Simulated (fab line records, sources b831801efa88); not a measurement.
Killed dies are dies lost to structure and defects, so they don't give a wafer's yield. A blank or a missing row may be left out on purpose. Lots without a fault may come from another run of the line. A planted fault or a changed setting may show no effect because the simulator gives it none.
fab line records | flow gf180mcu
record lots=5 wafers=15 last_day=33
route steps=602 shown VT_IMPLANT@108 MVSD@136 NWELL@137 LVPWELL@138 MVPSD@139 DUAL_GATE@141
lots that met no fault: from a run of the same line without faults
start_h: hours from the record's first day to the start of the lot's first wafer shown | wait_h: hours since the lot's step before | " the same as in the row above | L1.1+2: a row that stands for several wafers | - no value, or no start given | * or withheld: withheld | < > ~ a bound
route shown NAME@n: a module of which the file shows steps, and the number in the route of the first | usual: mean/standard deviation of fault-free wafers | same: alike in all rows | chamber/n: place in a boat | sites: the reading at each site | _std_site: their standard deviation | _edge_site: outer sites' mean less inner sites' | radius_mm: how far each site lies from the wafer's centre | mask NAME#n: copy n | behind: the tool/chamber that last shaped the wafer | hold: why the lot was held/for how many hours/how that ended | device: the transistor (n, p or np) that didn't switch | end of line: the same wafers' tests at the end of the route | a step without rows: its recipe alone | killed: dies lost to structure and defects at the first sort, not the wafer's yield | map: a wafer's dies, x killed, . not, _ none there
set.NAME: the setting as run; set.NAME@STEP: as run at that earlier step | model.NAME: the simulator's own value behind a step, which no gauge read
lots at some steps of the route; a table a step, a row a wafer
services: from which hour (start_h, from the record's first day; less than 0 if before it) a tool's chamber was out of use, for how many hours, and why
## steps
# step GF_VT_IMPLANT_OVL_MEAS_18
# usual VT_IMPLANT_01_OVL=-0.6/1.3
# columns lot.wafer tool chamber start_h wait_h VT_IMPLANT_01_OVL[nm]
L075.1 overlay-02 - 134.27 0.1 0.7
L075.2 " - " " 0.1
L075.4 " - " " -0.7
L076.4 overlay-02 - 140.63 0.1 -1.0
L076.5 " - " " -1.8
L076.6 " - " " -3.4
L077.4 overlay-02 - 142.63 0.1 -0.2
L077.5 " - " " 0.8
L077.6 " - " " -0.8
L088.2 overlay-02 - 213.77 0.1 -1.1
L088.4 " - " " -1.4
L088.6 " - " " -1.0
L091.1 overlay-02 - 232.32 0.1 1.1
L091.3 " - " " 0.2
L091.5 " - " " 0.5
# step GF_VT_IMPLANT_IMPLANT_19
# recipe species=As energy_kev=100 dose_cm2=4.35e+12 tilt_deg=7
# usual faraday_current_uA=24.5/0.48
# same implant_ion_amu=75
# columns lot.wafer tool chamber start_h wait_h faraday_current_uA
L075.1 implanter-02 0 134.30 0.0 24.4
L075.2 " 0 " " 24.2
L075.4 " 0 " " 24.7
L076.4 implanter-03 0 140.73 0.1 25.6
L076.5 " 0 " " 25.0
L076.6 " 0 " " 24.9
L077.4 implanter-03 0 142.73 0.1 24.8
L077.5 " 0 " " 24.7
L077.6 " 0 " " 24.1
L088.2 implanter-02 0 213.83 0.0 24.0
L088.4 " 0 " " 25.0
L088.6 " 0 " " 24.8
L091.1 implanter-01 0 232.35 0.0 24.8
L091.3 " 0 " " 24.8
L091.5 " 0 " " 24.6
# step GF_VT_IMPLANT_STRIP_20
# recipe chemistry=O2/N2 power_w=1400 pressure_mtorr=1500 platen_temp_c=250 o2_flow_sccm=3000 n2_flow_sccm=300 overash_fraction=0.5
# usual drypump_motor_current_A=5.8/0.34 heater_power_w=347/24 oes_product_au=0.716/0.0043 strip_time_to_endpoint_s=12.620/0.028
# columns lot.wafer tool chamber start_h wait_h drypump_motor_current_A heater_power_w oes_product_au rf_hours_counter_h strip_time_to_endpoint_s
L075.1 plasma_asher-04 0 134.45 0.1 6.0 349 0.715 52 12.602
L075.2 " 1 " " 5.2 370 0.710 52 12.652
L075.4 " 0 " " 6.0 352 0.710 - 12.628
L076.4 plasma_asher-04 1 140.84 0.1 5.2 376 0.722 - 12.701
L076.5 " 1 " " 5.3 370 0.713 - 12.641
L076.6 " 0 " " 6.0 357 0.708 - 12.633
L077.4 plasma_asher-04 1 142.84 0.1 5.2 376 0.726 - 12.577
L077.5 " 0 " " 6.0 360 0.711 - 12.625
L077.6 " 1 " " 5.3 371 0.712 - 12.617
L088.2 plasma_asher-04 0 213.95 0.1 6.0 361 0.716 60 12.574
L088.4 " 1 " " 5.2 372 0.725 - 12.571
L088.6 " 0 " " 6.0 361 0.721 - 12.634
L091.1 plasma_asher-02 0 232.50 0.1 6.4 321 0.726 12 12.620
L091.3 " 0 " " 6.3 319 0.716 - 12.596
L091.5 " 0 " " 6.4 324 0.713 - 12.596
# step GF_VT_IMPLANT_TW_MEAS_21
# usual VT_IMPLANT_2_TW=1213/6
# columns lot.wafer tool chamber start_h wait_h VT_IMPLANT_2_TW
L075.1 film_metro-04 - 134.55 0.1 1208
L075.2 " - " " 1210
L075.4 " - " " 1207
L076.4 film_metro-01 - 140.93 0.1 1207
L076.5 " - " " 1202
L076.6 " - " " 1207
L077.4 film_metro-03 - 142.93 0.1 1213
L077.5 " - " " 1215
L077.6 " - " " 1210
L088.2 film_metro-03 - 214.06 0.1 1220
L088.4 " - " " 1220
L088.6 " - " " 1217
L091.1 film_metro-04 - 232.60 0.1 1213
L091.3 " - " " 1223
L091.5 " - " " 1222
# step GF_VT_IMPLANT_DEHYDRATE_22
# recipe temp_c=200 time_s=60
# columns lot.wafer tool chamber start_h wait_h
L075.1+2+4 litho_track-01 0 142.02 7.5
L076.4+5+6 litho_track-03 0 147.84 6.9
L077.4+5+6 litho_track-02 0 150.69 7.7
L088.2+4+6 litho_track-02 0 222.24 8.2
L091.1+3+5 litho_track-02 0 241.31 8.7
# step GF_VT_IMPLANT_HMDS_23
# recipe prime_time_s=60 prime_temp_c=120
# columns lot.wafer tool chamber start_h wait_h
L075.1+2+4 litho_track-01 0 142.17 0.1
L076.4+5+6 litho_track-03 0 147.99 0.1
L077.4+5+6 litho_track-02 0 150.84 0.1
L088.2+4+6 litho_track-02 0 222.39 0.1
L091.1+3+5 litho_track-02 0 241.46 0.1
# step GF_VT_IMPLANT_COAT_24
# recipe resist=NOVOLAK spin_rpm=3000 resist_thk_nm=1000
# usual dispense_pressure_kPa=53/4
# columns lot.wafer tool chamber start_h wait_h dispense_pressure_kPa
L075.1 litho_track-01 0 142.32 0.1 55
L075.2 " 0 " " 55
L075.4 " 0 " " 55
L076.4 litho_track-03 0 148.14 0.1 48
L076.5 " 0 " " 48
L076.6 " 0 " " 48
L077.4 litho_track-02 0 150.99 0.1 58
L077.5 " 0 " " 58
L077.6 " 0 " " 58
L088.2 litho_track-02 0 222.54 0.1 58
L088.4 " 0 " " 58
L088.6 " 0 " " 58
L091.1 litho_track-02 0 241.61 0.1 58
L091.3 " 0 " " 58
L091.5 " 0 " " 58
# step GF_VT_IMPLANT_SOFTBAKE_25
# recipe temp_c=90 time_s=60 resist=NOVOLAK
# columns lot.wafer tool chamber start_h wait_h
L075.1+2+4 litho_track-01 0 142.47 0.1
L076.4+5+6 litho_track-03 0 148.29 0.1
L077.4+5+6 litho_track-02 0 151.14 0.1
L088.2+4+6 litho_track-02 0 222.69 0.1
L091.1+3+5 litho_track-02 0 241.76 0.1
# step GF_VT_IMPLANT_EXPOSE_26
# recipe mask_id=LVPWELL_HV_AREA target_cd_nm=860 na=0.6 source_shape=conventional sigma_outer=0.6 dose_mj=140
# columns lot.wafer tool chamber start_h wait_h mask
L075.1+2+4 iline_stepper-02 0 - - LVPWELL_HV_AREA#0
L076.4+5+6 iline_stepper-02 0 - - LVPWELL_HV_AREA#0
L077.4+5+6 iline_stepper-02 0 - - LVPWELL_HV_AREA#0
L088.2+4+6 iline_stepper-02 0 - - LVPWELL_HV_AREA#0
L091.1+3+5 iline_stepper-01 0 - - LVPWELL_HV_AREA#0
# step GF_VT_IMPLANT_PEB_27
# recipe temp_c=withheld time_s=* resist=NOVOLAK
# columns lot.wafer tool chamber start_h wait_h
L075.1+2+4 litho_track-03 0 - -
L076.4+5+6 litho_track-02 0 - -
L077.4+5+6 litho_track-03 0 - -
L088.2+4+6 litho_track-01 0 - -
L091.1+3+5 litho_track-02 0 - -
# step GF_VT_IMPLANT_DEVELOP_28
# recipe develop_time_s=60 dev_temp_c=23
# columns lot.wafer tool chamber start_h wait_h
L075.1+2+4 litho_track-03 0 150.07 0.1
L076.4+5+6 litho_track-02 0 156.39 0.1
L077.4+5+6 litho_track-03 0 158.54 0.1
L088.2+4+6 litho_track-01 0 232.04 0.1
L091.1+3+5 litho_track-02 0 250.56 0.1
# step GF_VT_IMPLANT_OVL_MEAS_29
# usual VT_IMPLANT_02_OVL=-0.7/1.4
# columns lot.wafer tool chamber start_h wait_h VT_IMPLANT_02_OVL[nm]
L075.1 overlay-02 - 150.22 0.1 -1.4
L075.2 " - " " -0.2
L075.4 " - " " 0.5
L076.4 overlay-02 - 156.48 0.1 -0.4
L076.5 " - " " -0.7
L076.6 " - " " 0.3
L077.4 overlay-02 - 158.63 0.1 -2.5
L077.5 " - " " -1.9
L077.6 " - " " -1.1
L088.2 overlay-01 - 232.17 0.1 0.3
L088.4 " - " " 2.0
L088.6 " - " " 0.5
L091.1 overlay-02 - 250.71 0.1 2.5
L091.3 " - " " 2.0
L091.5 " - " " 0.6
# step GF_VT_IMPLANT_IMPLANT_30
# recipe species=B energy_kev=25 dose_cm2=2.534e+12 tilt_deg=7
# usual faraday_current_uA=14.3/0.3
# same implant_ion_amu=11
# columns lot.wafer tool chamber start_h wait_h faraday_current_uA
L075.1 implanter-01 0 150.25 0.0 13.9
L075.2 " 0 " " 14.0
L075.4 " 0 " " 14.8
L076.4 implanter-01 0 156.58 0.1 14.3
L076.5 " 0 " " 14.1
L076.6 " 0 " " 14.2
L077.4 implanter-03 0 158.73 0.1 14.9
L077.5 " 0 " " 14.7
L077.6 " 0 " " 14.4
L088.2 implanter-03 0 232.23 0.0 14.3
L088.4 " 0 " " 14.6
L088.6 " 0 " " 14.8
L091.1 implanter-02 0 250.75 0.0 14.5
L091.3 " 0 " " 14.6
L091.5 " 0 " " 14.4
# step GF_VT_IMPLANT_STRIP_31
# recipe chemistry=O2/N2 power_w=1400 pressure_mtorr=1500 platen_temp_c=250 o2_flow_sccm=3000 n2_flow_sccm=300 overash_fraction=0.5
# usual drypump_motor_current_A=5.8/0.37 heater_power_w=348/23 oes_product_au=0.716/0.004 strip_time_to_endpoint_s=12.62/0.039
# columns lot.wafer tool chamber start_h wait_h drypump_motor_current_A heater_power_w oes_product_au rf_hours_counter_h strip_time_to_endpoint_s
L075.1 plasma_asher-04 1 150.40 0.1 5.2 375 0.708 53 12.69
L075.2 " 0 " " 6.0 358 0.720 53 12.67
L075.4 " 0 " " 6.0 352 0.717 - 12.69
L076.4 plasma_asher-01 1 156.69 0.1 5.7 363 0.710 - 12.67
L076.5 " 0 " " 6.0 319 0.718 - 12.59
L076.6 " 1 " " 5.7 361 0.712 - 12.62
L077.4 plasma_asher-04 1 158.84 0.1 5.2 382 0.709 - 12.65
L077.5 " 0 " " 5.9 353 0.722 - 12.62
L077.6 " 1 " " 5.3 375 0.715 - 12.65
L088.2 plasma_asher-04 1 232.35 0.1 5.2 386 0.711 62 12.62
L088.4 " 1 " " 5.2 372 0.719 - 12.63
L088.6 " 1 " " 5.2 366 0.716 - 12.60
L091.1 plasma_asher-02 0 250.90 0.1 6.4 317 0.710 14 12.61
L091.3 " 0 " " 6.4 314 0.718 - 12.61
L091.5 " 1 " " 5.7 353 0.720 - 12.59
# step GF_VT_IMPLANT_TW_MEAS_32
# usual VT_IMPLANT_3_TW=268.5/1.2
# columns lot.wafer tool chamber start_h wait_h VT_IMPLANT_3_TW
L075.1 film_metro-04 - 150.50 0.1 268.6
L075.2 " - " " 268.0
L075.4 " - " " 268.8
L076.4 film_metro-04 - 156.78 0.1 269.5
L076.5 " - " " 269.2
L076.6 " - " " 269.7
L077.4 film_metro-01 - 158.93 0.1 267.8
L077.5 " - " " 268.1
L077.6 " - " " 268.8
L088.2 film_metro-01 - 232.46 0.1 268.7
L088.4 " - " " 268.8
L088.6 " - " " 267.6
L091.1 film_metro-04 - 251.00 0.1 268.4
L091.3 " - " " 268.6
L091.5 " - " " 268.1
# step GF_VT_IMPLANT_DEHYDRATE_33
# recipe temp_c=200 time_s=60
# columns lot.wafer tool chamber start_h wait_h
L075.1+2+4 litho_track-02 0 157.72 7.2
L076.4+5+6 litho_track-03 0 164.54 7.7
L077.4+5+6 litho_track-01 0 166.34 7.4
L088.2+4+6 litho_track-03 0 241.24 8.8
L091.1+3+5 litho_track-03 0 260.16 9.2
# step GF_VT_IMPLANT_HMDS_34
# recipe prime_time_s=60 prime_temp_c=120
# columns lot.wafer tool chamber start_h wait_h
L075.1+2+4 litho_track-02 0 157.87 0.1
L076.4+5+6 litho_track-03 0 164.69 0.1
L077.4+5+6 litho_track-01 0 166.49 0.1
L088.2+4+6 litho_track-03 0 241.39 0.1
L091.1+3+5 litho_track-03 0 260.31 0.1
# step GF_VT_IMPLANT_COAT_35
# recipe resist=NOVOLAK spin_rpm=3000 resist_thk_nm=1000
# usual dispense_pressure_kPa=53/4
# columns lot.wafer tool chamber start_h wait_h dispense_pressure_kPa
L075.1 litho_track-02 0 158.02 0.1 58
L075.2 " 0 " " 58
L075.4 " 0 " " 58
L076.4 litho_track-03 0 164.84 0.1 48
L076.5 " 0 " " 48
L076.6 " 0 " " 48
L077.4 litho_track-01 0 166.64 0.1 55
L077.5 " 0 " " 55
L077.6 " 0 " " 55
L088.2 litho_track-03 0 241.54 0.1 48
L088.4 " 0 " " 48
L088.6 " 0 " " 48
L091.1 litho_track-03 0 260.46 0.1 48
L091.3 " 0 " " 48
L091.5 " 0 " " 48
# step GF_VT_IMPLANT_SOFTBAKE_36
# recipe temp_c=90 time_s=60 resist=NOVOLAK
# columns lot.wafer tool chamber start_h wait_h
L075.1+2+4 litho_track-02 0 158.17 0.1
L076.4+5+6 litho_track-03 0 164.99 0.1
L077.4+5+6 litho_track-01 0 166.79 0.1
L088.2+4+6 litho_track-03 0 241.69 0.1
L091.1+3+5 litho_track-03 0 260.61 0.1
# step GF_VT_IMPLANT_EXPOSE_37
# recipe mask_id=Nwell_HV_AREA target_cd_nm=860 na=0.6 source_shape=conventional sigma_outer=0.6 dose_mj=140
# columns lot.wafer tool chamber start_h wait_h mask
L075.1+2+4 iline_stepper-01 0 - - Nwell_HV_AREA#0
L076.4+5+6 iline_stepper-01 0 - - Nwell_HV_AREA#0
L077.4+5+6 iline_stepper-02 0 - - Nwell_HV_AREA#0
L088.2+4+6 iline_stepper-02 0 - - Nwell_HV_AREA#0
L091.1+3+5 iline_stepper-01 0 - - Nwell_HV_AREA#0
# step GF_VT_IMPLANT_PEB_38
# recipe temp_c=withheld time_s=* resist=NOVOLAK
# columns lot.wafer tool chamber start_h wait_h
L075.1+2+4 litho_track-02 0 - -
L076.4+5+6 litho_track-03 0 - -
L077.4+5+6 litho_track-02 0 - -
L088.2+4+6 litho_track-01 0 - -
L091.1+3+5 litho_track-02 0 - -
# step GF_VT_IMPLANT_DEVELOP_39
# recipe develop_time_s=60 dev_temp_c=23
# columns lot.wafer tool chamber start_h wait_h
L075.1+2+4 litho_track-02 0 165.62 0.1
L076.4+5+6 litho_track-03 0 172.54 0.1
L077.4+5+6 litho_track-02 0 174.69 0.1
L088.2+4+6 litho_track-01 0 250.79 0.1
L091.1+3+5 litho_track-02 0 269.81 0.1
# step GF_VT_IMPLANT_OVL_MEAS_40
# usual VT_IMPLANT_03_OVL=0.4/1.2
# columns lot.wafer tool chamber start_h wait_h VT_IMPLANT_03_OVL[nm]
L075.1 overlay-02 - 165.77 0.1 2.3
L075.2 " - " " 0.9
L075.4 " - " " -0.6
L076.4 overlay-02 - 172.63 0.1 1.6
L076.5 " - " " 0.7
L076.6 " - " " -0.4
L077.4 overlay-01 - 174.78 0.1 0.8
L077.5 " - " " 1.1
L077.6 " - " " 0.3
L088.2 overlay-02 - 250.92 0.1 -1.0
L088.4 " - " " -2.1
L088.6 " - " " 0.2
L091.1 overlay-01 - 269.96 0.1 1.5
L091.3 " - " " 2.4
L091.5 " - " " 1.2
# step GF_VT_IMPLANT_IMPLANT_41
# recipe species=As energy_kev=70 dose_cm2=1.013e+12 tilt_deg=7
# usual faraday_current_uA=5.72/0.1
# same implant_ion_amu=75
# columns lot.wafer tool chamber start_h wait_h faraday_current_uA
L075.1 implanter-01 0 165.80 0.0 5.68
L075.2 " 0 " " 5.67
L075.4 " 0 " " 5.65
L076.4 implanter-02 0 172.73 0.1 5.71
L076.5 " 0 " " 5.49
L076.6 " 0 " " 5.52
L077.4 implanter-03 0 174.88 0.1 5.77
L077.5 " 0 " " 5.82
L077.6 " 0 " " 5.73
L088.2 implanter-01 0 250.98 0.0 5.75
L088.4 " 0 " " 5.73
L088.6 " 0 " " 5.76
L091.1 implanter-02 0 270.00 0.0 5.95
L091.3 " 0 " " 5.79
L091.5 " 0 " " 5.61
# step GF_VT_IMPLANT_STRIP_42
# recipe chemistry=O2/N2 power_w=1400 pressure_mtorr=1500 platen_temp_c=250 o2_flow_sccm=3000 n2_flow_sccm=300 overash_fraction=0.5
# usual drypump_motor_current_A=5.9/0.34 heater_power_w=342/23 oes_product_au=0.716/0.0046 strip_time_to_endpoint_s=12.63/0.031
# columns lot.wafer tool chamber start_h wait_h drypump_motor_current_A heater_power_w oes_product_au rf_hours_counter_h strip_time_to_endpoint_s
L075.1 plasma_asher-02 0 165.95 0.1 6.3 318 0.712 5 12.61
L075.2 " 1 " " 5.7 348 0.716 5 12.62
L075.4 " 0 " " 6.3 317 0.719 - 12.60
L076.4 plasma_asher-04 1 172.84 0.1 5.2 377 0.719 - 12.64
L076.5 " 0 " " 6.0 360 0.718 - 12.60
L076.6 " 1 " " 5.3 373 0.718 - 12.67
L077.4 plasma_asher-02 1 174.98 0.1 5.7 353 0.715 - 12.59
L077.5 " 1 " " 5.7 353 0.722 - 12.60
L077.6 " 0 " " 6.3 316 0.715 - 12.60
L088.2 plasma_asher-04 1 251.10 0.1 5.2 377 0.713 65 12.62
L088.4 " 0 " " 6.0 362 0.717 - 12.59
L088.6 " 0 " " 6.0 359 0.716 - 12.62
L091.1 plasma_asher-01 1 270.15 0.1 5.7 362 0.718 65 12.67
L091.3 " 1 " " 5.7 372 0.714 - 12.69
L091.5 " 1 " " 5.7 367 0.717 - 12.68
# step GF_VT_IMPLANT_TW_MEAS_43
# usual VT_IMPLANT_4_TW=691/3.7
# columns lot.wafer tool chamber start_h wait_h VT_IMPLANT_4_TW
L075.1 film_metro-01 - 166.05 0.1 688
L075.2 " - " " 692
L075.4 " - " " 693
L076.4 film_metro-04 - 172.93 0.1 685
L076.5 " - " " 691
L076.6 " - " " 687
L077.4 film_metro-04 - 175.08 0.1 691
L077.5 " - " " 687
L077.6 " - " " 692
L088.2 film_metro-03 - 251.21 0.1 687
L088.4 " - " " 687
L088.6 " - " " 688
L091.1 film_metro-03 - 270.25 0.1 689
L091.3 " - " " 690
L091.5 " - " " 692
# step GF_VT_IMPLANT_CLEAN_44
# recipe chemistry=SC1/SC2 mix=1:4:20 temp_c=70 time_s=150 dry=n2_spin
# columns lot.wafer tool chamber start_h wait_h
L075.1+2+4 wet_bench-03 1 166.11 0.1
L076.4+5+6 wet_bench-04 3 172.96 0.0
L077.4+5+6 wet_bench-02 3 175.11 0.0
L088.2+4+6 wet_bench-04 0 251.26 0.0
L091.1+3+5 wet_bench-02 3 270.31 0.1
# step GF_VT_IMPLANT_RTA_45
# recipe temp_c=1050 time_s=30 ambient=N2
# usual lamp_power_pct=37/3.1 wafer_temp_C_max=1054.3/0.98
# columns lot.wafer tool chamber start_h wait_h lamp_power_pct wafer_temp_C_max
L075.1 rtp_anneal-01 0 166.16 0.0 40 1052.7
L075.2 " 0 " " 40 1052.7
L075.4 " 0 " " 40 1055.3
L076.4 rtp_anneal-01 0 173.06 0.1 40 1053.3
L076.5 " 0 " " 40 1053.9
L076.6 " 0 " " 40 1053.0
L077.4 rtp_anneal-01 0 175.21 0.1 40 1054.6
L077.5 " 0 " " 40 1053.2
L077.6 " 0 " " 40 1056.0
L088.2 rtp_anneal-02 0 251.33 0.0 33 1055.1
L088.4 " 0 " " 33 1055.0
L088.6 " 0 " " 33 1054.0
L091.1 rtp_anneal-01 0 270.36 0.0 40 1055.2
L091.3 " 0 " " 40 1054.8
L091.5 " 0 " " 40 1054.6
# step GF_VT_IMPLANT_RS_MEAS_46
# recipe thk_meas_gauge=four-point-probe
# usual MVSD_RS=456.3/0.89
# columns lot.wafer tool chamber start_h wait_h MVSD_RS[ohm/sq]
L075.1 film_metro-01 - 166.26 0.1 454.2
L075.2 " - " " 455.9
L075.4 " - " " 456.2
L076.4 film_metro-04 - 173.17 0.1 456.8
L076.5 " - " " 456.4
L076.6 " - " " 455.2
L077.4 film_metro-02 - 175.32 0.1 455.8
L077.5 " - " " 456.7
L077.6 " - " " 456.3
L088.2 film_metro-02 - 251.43 0.1 455.9
L088.4 " - " " 457.2
L088.6 " - " " 457.0
L091.1 film_metro-02 - 270.46 0.1 456.0
L091.3 " - " " 455.4
L091.5 " - " " 456.3
# step GF_VT_IMPLANT_RS_MEAS_47
# recipe thk_meas_gauge=four-point-probe
# usual NWELL_RS=487.4/1.3
# columns lot.wafer tool chamber start_h wait_h NWELL_RS[ohm/sq]
L075.1 film_metro-01 - 166.38 0.1 487.7
L075.2 " - " " 487.1
L075.4 " - " " 486.3
L076.4 film_metro-04 - 173.29 0.1 487.9
L076.5 " - " " 487.1
L076.6 " - " " 486.6
L077.4 film_metro-02 - 175.44 0.1 486.6
L077.5 " - " " 487.0
L077.6 " - " " 487.2
L088.2 film_metro-02 - 251.55 0.1 488.3
L088.4 " - " " 487.2
L088.6 " - " " 487.6
L091.1 film_metro-02 - 270.58 0.1 487.3
L091.3 " - " " 489.5
L091.5 " - " " 488.3
# step GF_VT_IMPLANT_RS_MEAS_48
# recipe thk_meas_gauge=four-point-probe
# usual LVPWELL_RS=1196.1/2.7
# columns lot.wafer tool chamber start_h wait_h LVPWELL_RS[ohm/sq]
L075.1 film_metro-01 - 166.50 0.1 1202.2
L075.2 " - " " 1198.3
L075.4 " - " " 1199.1
L076.4 film_metro-04 - 173.41 0.1 1196.3
L076.5 " - " " 1198.2
L076.6 " - " " 1198.0
L077.4 film_metro-02 - 175.56 0.1 1195.8
L077.5 " - " " 1193.8
L077.6 " - " " 1196.4
L088.2 film_metro-02 - 251.67 0.1 1197.3
L088.4 " - " " 1199.6
L088.6 " - " " 1196.6
L091.1 film_metro-02 - 270.70 0.1 1198.4
L091.3 " - " " 1193.6
L091.5 " - " " 1196.9
# step GF_VT_IMPLANT_RS_MEAS_49
# recipe thk_meas_gauge=four-point-probe
# usual MVPSD_RS=1167.0/3
# columns lot.wafer tool chamber start_h wait_h MVPSD_RS[ohm/sq]
L075.1 film_metro-01 - 166.62 0.1 1171.8
L075.2 " - " " 1167.8
L075.4 " - " " 1173.0
L076.4 film_metro-04 - 173.53 0.1 1168.3
L076.5 " - " " 1168.7
L076.6 " - " " 1170.1
L077.4 film_metro-02 - 175.68 0.1 1166.8
L077.5 " - " " 1165.9
L077.6 " - " " 1166.4
L088.2 film_metro-02 - 251.79 0.1 1163.3
L088.4 " - " " 1166.5
L088.6 " - " " 1168.2
L091.1 film_metro-02 - 270.82 0.1 1172.1
L091.3 " - " " 1167.6
L091.5 " - " " 1169.5
# step GF_VT_IMPLANT_WET_ETCH_50
# recipe chemistry=dHF target_depth_nm=20 target=SiO2 temp_c=25 dilution=100:1 time_s=400
# columns lot.wafer tool chamber start_h wait_h
L075.1+2+4 wet_bench-03 0 166.74 0.1
L076.4+5+6 wet_bench-03 3 173.59 0.0
L077.4+5+6 wet_bench-04 1 175.74 0.0
L088.2+4+6 wet_bench-03 1 251.89 0.1
L091.1+3+5 wet_bench-02 3 270.94 0.1
# step GF_DUAL_GATE_CLEAN_00
# recipe chemistry=SC1/SC2 mix=1:4:20 temp_c=70 time_s=150
# columns lot.wafer tool chamber start_h wait_h
L075.1+2+4 wet_bench-02 1 166.87 0.0
L076.4+5+6 wet_bench-02 3 173.71 0.0
L077.4+5+6 wet_bench-03 2 175.86 0.0
L088.2+4+6 wet_bench-04 2 252.01 0.0
L091.1+3+5 wet_bench-03 2 271.06 0.0
# step GF_DUAL_GATE_CLEAN_01
# recipe chemistry=dHF time_s=20 dilution=100:1 dry=ipa_marangoni
# columns lot.wafer tool chamber start_h wait_h
L075.1+2+4 wet_bench-04 0 166.92 0.0
L076.4+5+6 wet_bench-03 2 173.76 0.0
L077.4+5+6 wet_bench-04 2 175.91 0.0
L088.2+4+6 wet_bench-03 0 252.06 0.0
L091.1+3+5 wet_bench-02 2 271.11 0.0
# step GF_DUAL_GATE_OXIDATION_02
# recipe temp_c=900 ambient=O2 stabilise_s=600 purge_s=300 target_thk_a=108.87 ox_time_s=1602
# usual ox_temp_c=900.1/0.43 zone_power_bottom_pct=28.7/0.56
# columns lot.wafer tool chamber start_h wait_h ox_temp_c zone_power_bottom_pct
L075.1 furnace-02 0 166.94 0.0 900.1 28.7
L075.2 " 0 " " 899.8 29.1
L075.4 " 0 " " 900.5 29.4
L076.4 furnace-01 0 173.88 0.1 900.7 27.7
L076.5 " 0 " " 900.5 28.2
L076.6 " 0 " " 899.4 28.6
L077.4 furnace-02 0 176.03 0.1 900.1 29.2
L077.5 " 0 " " 899.4 28.9
L077.6 " 0 " " 900.3 29.5
L088.2 furnace-02 0 252.08 0.0 899.9 29.1
L088.4 " 0 " " 899.9 29.2
L088.6 " 0 " " 900.0 29.2
L091.1 furnace-01 0 271.12 0.0 900.2 28.2
L091.3 " 0 " " 900.2 27.8
L091.5 " 0 " " 900.5 27.8
# step GF_DUAL_GATE_THK_MEAS_03
# recipe reads=SiO2_of_DUAL_GATE_OXIDATION_02
# usual DUAL_GATE_OXIDATION_00_THK=10.95/0.19
# columns lot.wafer tool chamber start_h wait_h DUAL_GATE_OXIDATION_00_THK[nm]
L075.1 film_metro-03 - 168.38 0.0 10.82
L075.2 " - " " 11.02
L075.4 " - " " 11.01
L076.4 film_metro-03 - 175.35 0.0 10.70
L076.5 " - " " 10.90
L076.6 " - " " 10.61
L077.4 film_metro-03 - 177.51 0.0 10.79
L077.5 " - " " 10.91
L077.6 " - " " 10.94
L088.2 film_metro-02 - 253.53 0.0 11.27
L088.4 " - " " 11.10
L088.6 " - " " 11.06
L091.1 film_metro-02 - 272.57 0.0 10.79
L091.3 " - " " 10.64
L091.5 " - " " 10.60
# step GF_DUAL_GATE_DEHYDRATE_04
# recipe temp_c=200 time_s=60
# columns lot.wafer tool chamber start_h wait_h
L075.1+2+4 litho_track-03 0 175.42 7.0
L076.4+5+6 litho_track-04 0 182.49 7.1
L077.4+5+6 litho_track-01 0 185.34 7.8
L088.2+4+6 litho_track-03 0 262.69 9.1
L091.1+3+5 litho_track-03 0 282.06 9.5
# step GF_DUAL_GATE_HMDS_05
# recipe prime_time_s=60 prime_temp_c=120
# columns lot.wafer tool chamber start_h wait_h
L075.1+2+4 litho_track-03 0 175.57 0.1
L076.4+5+6 litho_track-04 0 182.64 0.1
L077.4+5+6 litho_track-01 0 185.49 0.1
L088.2+4+6 litho_track-03 0 262.84 0.1
L091.1+3+5 litho_track-03 0 282.21 0.1
# step GF_DUAL_GATE_COAT_06
# recipe resist=NOVOLAK spin_rpm=3000 resist_thk_nm=1000
# usual dispense_pressure_kPa=49.6/2.4
# columns lot.wafer tool chamber start_h wait_h dispense_pressure_kPa
L075.1 litho_track-03 0 175.72 0.1 48.4
L075.2 " 0 " " 48.5
L075.4 " 0 " " 48.4
L076.4 litho_track-04 0 182.79 0.1 48.6
L076.5 " 0 " " 48.6
L076.6 " 0 " " 48.6
L077.4 litho_track-01 0 185.64 0.1 55.1
L077.5 " 0 " " 55.1
L077.6 " 0 " " 55.1
L088.2 litho_track-03 0 262.99 0.1 48.4
L088.4 " 0 " " 48.5
L088.6 " 0 " " 48.4
L091.1 litho_track-03 0 282.36 0.1 48.5
L091.3 " 0 " " 48.5
L091.5 " 0 " " 48.5
# step GF_DUAL_GATE_SOFTBAKE_07
# recipe temp_c=90 time_s=60 resist=NOVOLAK
# columns lot.wafer tool chamber start_h wait_h
L075.1+2+4 litho_track-03 0 175.87 0.1
L076.4+5+6 litho_track-04 0 182.94 0.1
L077.4+5+6 litho_track-01 0 185.79 0.1
L088.2+4+6 litho_track-03 0 263.14 0.1
L091.1+3+5 litho_track-03 0 282.51 0.1
# step GF_DUAL_GATE_EXPOSE_08
# recipe mask_id=Dualgate target_cd_nm=700 na=0.6 source_shape=conventional sigma_outer=0.6 dose_mj=140
# columns lot.wafer tool chamber start_h wait_h mask
L075.1+2+4 iline_stepper-02 0 - - Dualgate#0
L076.4+5+6 iline_stepper-02 0 - - Dualgate#0
L077.4+5+6 iline_stepper-02 0 - - Dualgate#0
L088.2+4+6 iline_stepper-02 0 - - Dualgate#0
L091.1+3+5 iline_stepper-01 0 - - Dualgate#0
# step GF_DUAL_GATE_PEB_09
# recipe temp_c=withheld time_s=* resist=NOVOLAK
# columns lot.wafer tool chamber start_h wait_h
L075.1+2+4 litho_track-04 0 - -
L076.4+5+6 litho_track-04 0 - -
L077.4+5+6 litho_track-03 0 - -
L088.2+4+6 litho_track-04 0 - -
L091.1+3+5 litho_track-04 0 - -
# step GF_DUAL_GATE_DEVELOP_10
# recipe develop_time_s=60 dev_temp_c=23
# columns lot.wafer tool chamber start_h wait_h
L075.1+2+4 litho_track-04 0 183.51 0.1
L076.4+5+6 litho_track-04 0 191.14 0.1
L077.4+5+6 litho_track-03 0 193.84 0.1
L088.2+4+6 litho_track-04 0 272.89 0.1
L091.1+3+5 litho_track-04 0 292.46 0.1
## services
# columns tool chamber start_h hours kind
plasma_asher-02 0 117.75 - clean
plasma_asher-02 1 117.75 - clean
plasma_asher-04 - 134.58 1.0 repair
implanter-02 - 140.85 4.1 repair
implanter-03 - 151.36 3.4 repair
furnace-02 - 156.51 3.8 pm
implanter-01 - 166.51 4.5 pm
plasma_asher-01 - 184.05 0.6 repair
plasma_asher-01 - 196.14 2.8 pm
implanter-03 - 242.79 3.0 pm
implanter-03 - 245.99 0.5 repair
furnace-01 - 246.54 3.6 pm
implanter-02 - 253.49 1.3 repair
iline_stepper-01 0 266.39 - calibration
iline_stepper-02 0 291.33 - calibration
implanter-02 - 292.20 1.3 repair
plasma_asher-01 - 292.42 4.5 repair
## key
fault none
